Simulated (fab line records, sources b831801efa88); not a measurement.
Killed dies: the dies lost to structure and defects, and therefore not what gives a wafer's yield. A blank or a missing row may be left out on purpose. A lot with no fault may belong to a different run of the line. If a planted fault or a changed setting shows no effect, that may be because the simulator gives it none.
Comparing a struck lot with a sound one ; flow sky130 ; 15 out of 708 route steps
Sound: the wafers L722.4, L722.5, L722.6. Struck: wafer L729.6. (L729.4, L729.5 of the same lot were not struck and are left out.) The cause comes at the end.
Order at every step that has rows: each side's tool, ch and its chambers, its first start. Under that, the readings that differ: sound wafers ; struck wafers ; difference of the means ; sigmas: that difference in standard deviations of wafers without a fault.
alike: same words and numbers on both sides, and readings whose means sit less than 2 such deviations apart. not compared: any withheld reading, any reading some wafer has no value for, any bound like >300 that may hide the same value, and any number with overlapping values for which the record gives no deviation.
The two part at a step that has a row with sigmas, a row that says differs or no value, or rows on one side only. Numbers that have no deviation but don't overlap get no sigmas and don't part them. Lack of a reading on every wafer of one side parts them only where that side has two or more wafers.

first, 3 steps without rows for these wafers: SKY_METAL2_EXPOSE_12 (exposes mask MM2, target cd 140 nm); SKY_METAL2_PEB_13; SKY_METAL2_DEVELOP_14 (develop time 60 s).
SKY_METAL2_CD_MEAS_15: the cd target is 140 nm.
  sound on cd-sem-01 at day 38 04:14; struck on cd-sem-02 at day 40 03:45
  alike: cd-nm
SKY_METAL2_OVL_MEAS_16:
  sound on overlay-02 at day 38 04:18; struck on overlay-02 at day 40 03:50
  alike: METAL2_OVL
SKY_METAL2_DESCUM_17: chemistry O2, time 8 s.
  sound on rie-metal-03 ch 0,1, day 38 04:20; struck on rie-metal-03 ch 1, day 40 03:52
  alike: drypump-motor-current-A, oes-product-au
  not compared: rf-hours-counter-h
SKY_METAL2_ETCH_18: etches BARC in N2/H2, stops on SiO2, time 45.9 s, target depth 60 nm.
  sound on rie-metal-03 ch 0,1, day 38 04:22; struck on rie-metal-03 ch 1, day 40 03:54
  alike: drypump-motor-current-A, h2-flow-sccm, oes-product-au, throttle-valve-pct
  not compared: rf-hours-counter-h
SKY_METAL2_METAL_ETCH_19: etches the open film in Cl2/BCl3, stops on SiO2, target depth 360 nm, time 78 s.
  sound on rie-metal-03 ch 0,1, day 38 04:27; struck on rie-metal-03 ch 1, day 40 03:58
reading;sound;struck;difference;sigmas
oes-product-au (a.u.);0.869 0.860 0.849;0.846;-0.013;-2
  alike: drypump-motor-current-A, throttle-valve-pct
  not compared: rf-hours-counter-h
SKY_METAL2_STRIP_20: strips in O2/N2.
  sound on plasma-asher-03 ch 0,1, day 38 04:32; struck on plasma-asher-02 ch 1, day 40 04:04
  alike: drypump-motor-current-A, oes-product-au, strip-time-to-endpoint-s
  not compared: rf-hours-counter-h
then, 3 steps without rows for these wafers: SKY_METAL2_STRIP_21 (strips in post etch residue remover, time 1200 s); SKY_METAL2_CLEAN_22 (cleans in IPA, time 180 s); SKY_METAL2_CLEAN_23 (cleans in O3/DIW).
SKY_VIA2_HDPCVD_00: deposits SiO2, target thk 1180 nm, time 196.7 s.
  sound on hdpcvd-02 ch 0,1, day 38 05:10; struck on hdpcvd-02 ch 1, day 40 04:43
reading;sound;struck;difference;sigmas
run-length-s (s);223.9 223.6 225.1;180.2;-44.0;-72
model.SiO2_of_VIA2_HDPCVD_00.thk-nm (nm);1167 1172 1161;911.7;-255.0;
  alike: pressure-mtorr
SKY_VIA2_THK_MEAS_01:
  sound on film-metro-03 at day 38 05:19; struck on film-metro-01 at day 40 05:03
reading;sound;struck;difference;sigmas
VIA2_HDPCVD_THK (nm);1166 1172 1160;911;-255;-20
  not compared: hold
SKY_VIA2_CMP_02: polishes SiO2.
  sound on cmp-01 ch 2,3, day 38 05:24; struck on cmp-02 ch 2, day 40 08:46
reading;sound;struck;difference;sigmas
hold;- - -;await-dispo/3.4h/release;no value on the sound wafers;
  alike: motor-current-A

## WHERE THEY PART
Last at SKY_VIA2_CMP_02 as far as this record goes, first at SKY_METAL2_METAL_ETCH_19.

WHY: what had been put in by the simulator
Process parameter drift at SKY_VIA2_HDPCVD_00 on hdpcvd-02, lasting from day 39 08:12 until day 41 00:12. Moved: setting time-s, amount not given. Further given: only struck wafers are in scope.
